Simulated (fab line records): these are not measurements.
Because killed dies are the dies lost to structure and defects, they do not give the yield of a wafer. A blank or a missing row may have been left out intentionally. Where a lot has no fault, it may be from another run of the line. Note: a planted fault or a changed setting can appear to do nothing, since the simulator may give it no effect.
A sampling plan put to the test | flow gf180mcu | one fab line, 16 faults that these records tell of, each judged on the records of the lots that it struck
Plan = the line's own looks (route steps where a gauge or an inspection reads the wafer without altering it). A look can be judged if struck wafers have a number there and the file gives its usual mean and standard deviation on fault-free wafers. Caught: the struck wafers' mean, at a look after the fault's first step, is 4 or more of those standard deviations (sigma) away from the usual mean. On the tool: the test repeated on the tool's own readings taken at the fault's steps. Also counted as caught: the struck wafers showing another recipe, or a record that is empty for them alone.

## THE FAULTS, as the simulator had put them in
1. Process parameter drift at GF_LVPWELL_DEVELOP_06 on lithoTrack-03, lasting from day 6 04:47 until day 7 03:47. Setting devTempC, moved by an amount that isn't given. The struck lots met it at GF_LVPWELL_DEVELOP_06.
2. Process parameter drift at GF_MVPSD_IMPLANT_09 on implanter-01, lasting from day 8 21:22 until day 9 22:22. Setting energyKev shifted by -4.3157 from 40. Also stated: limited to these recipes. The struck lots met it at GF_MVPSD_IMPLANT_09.
3. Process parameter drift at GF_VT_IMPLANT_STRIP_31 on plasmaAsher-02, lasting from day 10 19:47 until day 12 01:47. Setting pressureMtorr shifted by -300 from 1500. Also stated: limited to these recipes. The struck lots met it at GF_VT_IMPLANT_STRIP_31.
4. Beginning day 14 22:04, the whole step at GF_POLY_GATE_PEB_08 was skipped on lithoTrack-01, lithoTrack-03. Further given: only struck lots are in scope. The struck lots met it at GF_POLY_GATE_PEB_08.
5. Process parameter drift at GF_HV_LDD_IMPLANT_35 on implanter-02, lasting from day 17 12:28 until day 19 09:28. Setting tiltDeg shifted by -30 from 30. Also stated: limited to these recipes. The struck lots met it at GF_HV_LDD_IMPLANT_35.
6. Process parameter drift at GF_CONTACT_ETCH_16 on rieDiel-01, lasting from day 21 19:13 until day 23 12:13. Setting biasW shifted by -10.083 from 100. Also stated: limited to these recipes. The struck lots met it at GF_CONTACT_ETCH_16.
7. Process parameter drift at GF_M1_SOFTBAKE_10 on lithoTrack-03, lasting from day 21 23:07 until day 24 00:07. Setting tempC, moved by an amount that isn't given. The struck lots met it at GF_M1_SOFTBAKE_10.
8. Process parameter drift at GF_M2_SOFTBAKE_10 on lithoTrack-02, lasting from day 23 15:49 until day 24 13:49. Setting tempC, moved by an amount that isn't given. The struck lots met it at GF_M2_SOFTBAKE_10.
9. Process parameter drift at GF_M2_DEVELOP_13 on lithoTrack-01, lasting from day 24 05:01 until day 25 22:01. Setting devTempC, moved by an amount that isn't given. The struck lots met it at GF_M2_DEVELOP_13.
10. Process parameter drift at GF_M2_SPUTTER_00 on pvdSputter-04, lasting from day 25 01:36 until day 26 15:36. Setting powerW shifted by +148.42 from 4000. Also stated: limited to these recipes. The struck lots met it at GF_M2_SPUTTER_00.
11. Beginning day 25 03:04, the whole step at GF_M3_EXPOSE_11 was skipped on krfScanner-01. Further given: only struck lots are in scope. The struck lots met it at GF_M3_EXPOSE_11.
12. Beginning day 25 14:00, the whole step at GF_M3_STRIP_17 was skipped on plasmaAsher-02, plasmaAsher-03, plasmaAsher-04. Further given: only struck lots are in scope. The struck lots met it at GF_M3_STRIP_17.
13. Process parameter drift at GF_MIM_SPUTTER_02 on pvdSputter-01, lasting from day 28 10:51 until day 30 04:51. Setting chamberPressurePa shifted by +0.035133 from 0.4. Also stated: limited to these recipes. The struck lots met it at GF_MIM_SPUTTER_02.
14. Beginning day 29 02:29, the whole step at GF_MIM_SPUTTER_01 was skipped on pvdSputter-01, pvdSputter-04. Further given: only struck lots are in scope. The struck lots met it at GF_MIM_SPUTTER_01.
15. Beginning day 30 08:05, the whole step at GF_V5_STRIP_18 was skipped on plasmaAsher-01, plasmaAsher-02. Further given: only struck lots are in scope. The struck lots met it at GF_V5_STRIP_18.
16. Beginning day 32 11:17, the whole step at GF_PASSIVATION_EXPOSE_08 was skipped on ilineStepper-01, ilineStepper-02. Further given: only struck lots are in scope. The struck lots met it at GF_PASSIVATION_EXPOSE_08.

## WHAT THE PLAN SAW
fault | on the tool itself                               | first look that catches it                      | reading, sigma | median hours from its first step to that look | hours from the fault's start to the first struck lot there | judged looks passed uncaught
1     | developerTempC +9.8 sigma                        | no look after it can be judged                  | -              | -                                             | -                                                          | 0
2     | beamEnergyKeV -99 or beyond sigma                | no look after it can be judged                  | -              | -                                             | -                                                          | 0
3     | chamberPressureMTorr -99 or beyond sigma         | none of the 2 looks that can be judged after it | -              | -                                             | -                                                          | 2
4     | the tool's record is blank for the struck wafers | no look after it can be judged                  | -              | -                                             | -                                                          | 0
5     | tiltDeg -99 or beyond sigma                      | GF_HV_LDD_RS_MEAS_53                            | HV_LDD_RS -46  | 24.7                                          | 42                                                         | 1
6     | biasW -30 sigma                                  | not the one look that can be judged after it    | -              | -                                             | -                                                          | 1
7     | heaterPowerTotalW +56 sigma                      | GF_M1_CD_MEAS_14                                | cdNm -9.3      | 11.7                                          | 15                                                         | 0
8     | heaterPowerTotalW -42 sigma                      | GF_M2_CD_MEAS_14                                | cdNm +4.6      | 10.8                                          | 17                                                         | 0
9     | developerTempC -8.0 sigma                        | no look after it can be judged                  | -              | -                                             | -                                                          | 0
10    | cathodeDcPowerW +99 or beyond sigma              | no look after it can be judged                  | -              | -                                             | -                                                          | 0
11    | no reading that can be judged                    | no look after it can be judged                  | -              | -                                             | -                                                          | 0
12    | the tool's record is blank for the struck wafers | no look after it can be judged                  | -              | -                                             | -                                                          | 0
13    | chamberPressurePa +42 sigma                      | no look after it can be judged                  | -              | -                                             | -                                                          | 0
14    | the tool's record is blank for the struck wafers | no look after it can be judged                  | -              | -                                             | -                                                          | 0
15    | the tool's record is blank for the struck wafers | no look after it can be judged                  | -              | -                                             | -                                                          | 0
16    | no reading that can be judged                    | no look after it can be judged                  | -              | -                                             | -                                                          | 0
A dash: the fault isn't caught, or these records don't give the number.

Caught at a look: 3 of 16. Caught on the tool: 14 of 16. By one or the other: 14 of 16.
Faults caught by the tool alone: 1, 2, 3, 4, 6, 9, 10, 12, 13, 14, 15.
Caught by neither: faults 11, 16.

## THINNER SAMPLING
In the worst case, this is how late the first struck lot would be measured if the look that catches a fault measured only every second or every third lot, by lot number:
fault | struck lots at that look, in order of time | every lot | every second lot | every third lot
5     | L812, L813                                 | 42 h      | 44 h             | may miss all 2
7     | L836, L835                                 | 15 h      | 22 h             | may miss all 2
8     | L458, L459                                 | 17 h      | 29 h             | may miss all 2
Hours: fault start to first struck lot measured. The limit of 4 sigma was tested on all struck wafers together, so one lot alone may lie under it. Other struck lots may not be in these records.

## THE LONGEST TIMED WAY FROM STEP TO LOOK
Fault 5: a median of 24.7 hours passes between GF_HV_LDD_IMPLANT_35 and GF_HV_LDD_RS_MEAS_53. The look between them that can be judged stayed within 4 sigma: GF_HV_LDD_TW_MEAS_38.
